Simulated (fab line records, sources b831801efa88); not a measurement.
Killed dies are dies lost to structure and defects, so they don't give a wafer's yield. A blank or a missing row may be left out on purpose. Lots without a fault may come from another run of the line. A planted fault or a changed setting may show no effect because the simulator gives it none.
Chamber matching | flow gf180mcu | GF_STI_ETCH_14 on rie_si-01: 4 sister chambers
The step etches Si in HBr/Cl2/O2, target depth 360 nm, time 102.9 s. 14 wafers are shown with their chamber, then 7 later ones without.

WAFERS WITH THEIR CHAMBER
wafer  | chamber | drypump_motor_current_A (A) | he_backside_leak_sccm (sccm) | run_length_s (s)
L928.2 | 3       | 5.1                         | 2.5                          | 130.5
L928.4 | 1       | 6.0                         | 2.7                          | 130.8
L928.6 | 3       | 5.1                         | 2.6                          | 130.6
L941.1 | 1       | 6.1                         | 2.6                          | 131.3
L941.3 | 2       | 5.6                         | 2.6                          | 131.5
L941.5 | 3       | 5.1                         | 2.6                          | 131.1
L943.1 | 0       | 6.6                         | 3.0                          | 131.3
L943.5 | 3       | 5.1                         | 2.6                          | 130.8
L943.6 | 2       | 5.7                         | 2.6                          | 131.6
L944.2 | 1       | 6.0                         | 2.7                          | 131.5
L944.3 | 0       | 6.6                         | 3.2                          | 131.5
L944.5 | 3       | 5.0                         | 2.7                          | 130.9
L945.2 | 1       | 6.0                         | 2.8                          | 131.0
L945.4 | 0       | 6.6                         | 3.0                          | 131.3

SIGNATURES (means of the wafers above)
reading                 | chamber 0 | chamber 1 | chamber 2 | chamber 3 | scatter within a chamber
drypump_motor_current_A | 6.600     | 6.025     | 5.650     | 5.080     | 0.0453
he_backside_leak_sccm   | 3.067     | 2.700     | 2.600     | 2.600     | 0.0816
run_length_s            | 131.367   | 131.150   | 131.550   | 130.780   | 0.234
Rule: a wafer's distance from a chamber is the root of the sum, over the readings, of the square of ((its reading less the chamber's mean) divided by the reading's scatter). The wafer belongs to the nearest chamber; if the next one is less than 2 further off, it can't be placed. The scatter: the root of (the sum of the squares of (reading less its chamber's mean) over the shown wafers, divided by (wafers less chambers)).

WAFERS WITHOUT THEIR CHAMBER
wafer  | drypump_motor_current_A (A) | he_backside_leak_sccm (sccm) | run_length_s (s)
L945.6 | 5.1                         | 2.6                          | 130.7
L948.2 | 5.7                         | 2.6                          | 131.3
L948.4 | 6.0                         | 2.6                          | 130.9
L948.5 | 6.0                         | 2.8                          | 131.3
L949.1 | 5.1                         | 2.6                          | 130.5
L949.2 | 6.0                         | 2.8                          | 131.4
L949.3 | 6.6                         | 3.1                          | 131.4

WHICH CHAMBER EACH WENT THROUGH
wafer  | from the rows above | in truth
L945.6 | 3                   | 3
L948.2 | 2                   | 2
L948.4 | 1                   | 1
L948.5 | 1                   | 1
L949.1 | 3                   | 3
L949.2 | 1                   | 1
L949.3 | 0                   | 0
Placed correctly: 7 of 7. Can't be placed from these rows: 0. Placed wrongly: 0.
